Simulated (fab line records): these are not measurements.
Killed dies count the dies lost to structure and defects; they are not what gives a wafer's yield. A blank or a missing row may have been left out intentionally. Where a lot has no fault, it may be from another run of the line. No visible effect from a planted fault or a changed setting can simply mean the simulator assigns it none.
One fault through the eyes of 2 desks / flow sky130 / numbers are kept per desk, each desk with only its own; the story behind them comes last

## FROM THE METROLOGY DESK
Means of the sampled wafers that have a number, per lot and without regard to the tool the lot ran on: this is what the gauges read. A lot is out of limits, marked OUT, if its mean lies more than 4 standard deviations from the usual mean; the brackets give that distance.
Columns: A = PWDE_TW at SKY_PWDE_TW_MEAS_10, usual 371.6; B = PWDE_RS at SKY_NWELL_RS_MEAS_31, usual 5271 ohm/sq; C = LOCAL_INTERCONNECT_TIN_THK at SKY_LOCAL_INTERCONNECT_THK_MEAS_02, usual 100.9 nm
lot=L188; first seen here=day 4 02:14; A=370.4; B=5273; C=100.5
lot=L190; first seen here=day 4 12:26; A=372.0; B=5266; C=100.4
lot=L193; first seen here=day 5 04:47; A=370.9; B=5275; C=101.1
lot=L194; first seen here=day 5 14:17; A=373.0; B=5262; C=100.8
lot=L195; first seen here=day 5 16:33; A=372.8; B=5246; C=101.5
lot=L196; first seen here=day 6 03:43; A=369.3; B=5250; C=100.2
lot=L197; first seen here=day 6 11:01; A=189.6 (-91) OUT; B=-; C=100.7
lot=L198; first seen here=day 6 15:29; A=189.5 (-91) OUT; B=-; C=102.7
lot=L204; first seen here=day 8 01:11; A=372.9; B=5250; C=100.2
lot=L207; first seen here=day 8 12:28; A=367.0; B=5265; C=100.8
lot=L209; first seen here=day 8 23:28; A=371.4; B=5278; C=97.8
This desk's finding: out of limits on L197, L198; first on L197, day 6 11:01 (PWDE_TW at SKY_PWDE_TW_MEAS_10). L188, L190, L193, L194, L195, L196, L204, L207, L209: within limits.

## AT THE TOOL OWNER'S DESK: implanter-02
The tool's own readings at SKY_PWDE_IMPLANT_08: means of the sampled wafers that have a number, for each lot that ran on this tool. A lot is out of limits, marked OUT, if its mean lies more than 4 standard deviations from the usual mean; the brackets give that distance.
Columns: A = dose_ions_cm2 at SKY_PWDE_IMPLANT_08, usual 3.6e+12; B = faraday_current_uA at SKY_PWDE_IMPLANT_08, usual 20.3
lot=L188; first seen here=day 4 01:59; A=3.6e+12; B=20.7
lot=L195; first seen here=day 5 16:20; A=3.6e+12; B=20.2
lot=L197; first seen here=day 6 10:46; A=3.6e+11 (-99 or more) OUT; B=2.0 (-42) OUT
lot=L198; first seen here=day 6 15:14; A=3.6e+11 (-99 or more) OUT; B=2.1 (-41) OUT
This desk finds L197, L198 out of limits, L197 being first, at day 6 10:46 (dose_ions_cm2 at SKY_PWDE_IMPLANT_08). L188, L195: within limits.

## BROUGHT TOGETHER
An alarm could have come from the tool owner's desk at day 6 10:46, on L197, L198.
L197, L198 would have let the metrology desk raise an alarm at day 6 11:01.
All the named lots went through SKY_PWDE_IMPLANT_08 on implanter-02.

## WHAT HAD BEEN PUT IN BY THE SIMULATOR
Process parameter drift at SKY_PWDE_IMPLANT_08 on implanter-02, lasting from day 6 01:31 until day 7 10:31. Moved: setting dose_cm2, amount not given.
Lots struck among those shown: L197, L198.
Time in hours from fault onset to the first out-of-limits reading at each desk: tool owner's desk 9, metrology desk 9.
